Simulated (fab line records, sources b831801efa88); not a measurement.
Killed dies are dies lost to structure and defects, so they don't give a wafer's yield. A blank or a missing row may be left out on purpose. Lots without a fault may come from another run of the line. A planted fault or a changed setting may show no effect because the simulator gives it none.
Chamber matching | flow sky130 | SKY_POLY_GATE_ETCH_16 on rie_diel-03: 4 sister chambers
The step etches Si3N4 in CH3F/O2, stops on poly-Si, time 147.5 s, target depth 75 nm. 14 wafers are shown with their chamber, then 7 later ones without.

WAFERS WITH THEIR CHAMBER
wafer  | chamber | drypump_motor_current_A (A) | oes_product_au (a.u.) | throttle_valve_pct (%)
L314.1 | 2       | 5.9                         | 0.633                 | 10.519
L314.4 | 1       | 6.0                         | 0.629                 | 10.542
L314.5 | 2       | 5.9                         | 0.638                 | 10.536
L323.3 | 3       | 6.1                         | 0.640                 | 10.528
L323.4 | 1       | 6.0                         | 0.634                 | 10.544
L323.6 | 1       | 5.9                         | 0.645                 | 10.517
L325.1 | 1       | 5.9                         | 0.639                 | 10.535
L325.2 | 3       | 6.1                         | 0.640                 | 10.536
L325.6 | 2       | 5.9                         | 0.646                 | 10.537
L329.2 | 0       | 5.2                         | 0.647                 | 10.541
L329.4 | 2       | 5.9                         | 0.638                 | 10.530
L329.5 | 3       | 6.2                         | 0.648                 | 10.542
L330.1 | 1       | 5.9                         | 0.648                 | 10.537
L330.4 | 3       | 6.2                         | 0.645                 | 10.540

SIGNATURES (means of the wafers above)
reading                 | chamber 0 | chamber 1 | chamber 2 | chamber 3 | scatter within a chamber
drypump_motor_current_A | 5.200     | 5.940     | 5.900     | 6.150     | 0.0469
oes_product_au          | 0.64700   | 0.63900   | 0.63875   | 0.64325   | 0.00613
throttle_valve_pct      | 10.54100  | 10.53500  | 10.53050  | 10.53650  | 0.00882
Rule: a wafer's distance from a chamber is the root of the sum, over the readings, of the square of ((its reading less the chamber's mean) divided by the reading's scatter). The wafer belongs to the nearest chamber; if the next one is less than 2 further off, it can't be placed. The scatter: the root of (the sum of the squares of (reading less its chamber's mean) over the shown wafers, divided by (wafers less chambers)).

WAFERS WITHOUT THEIR CHAMBER
wafer  | drypump_motor_current_A (A) | oes_product_au (a.u.) | throttle_valve_pct (%)
L330.6 | 6.2                         | 0.642                 | 10.537
L335.1 | 5.9                         | 0.633                 | 10.537
L335.2 | 6.1                         | 0.643                 | 10.529
L335.5 | 5.9                         | 0.635                 | 10.529
L336.2 | 6.2                         | 0.648                 | 10.533
L336.4 | 6.2                         | 0.644                 | 10.523
L336.5 | 5.9                         | 0.644                 | 10.542

WHICH CHAMBER EACH WENT THROUGH
wafer  | from the rows above     | in truth
L330.6 | 3                       | 3
L335.1 | can't be placed: 2 or 1 | 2
L335.2 | 3                       | 3
L335.5 | can't be placed: 2 or 1 | 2
L336.2 | 3                       | 3
L336.4 | 3                       | 3
L336.5 | can't be placed: 1 or 2 | 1
Placed correctly: 4 of 7. Can't be placed from these rows: 3 (the true chamber is among the candidates in 3). Placed wrongly: 0.
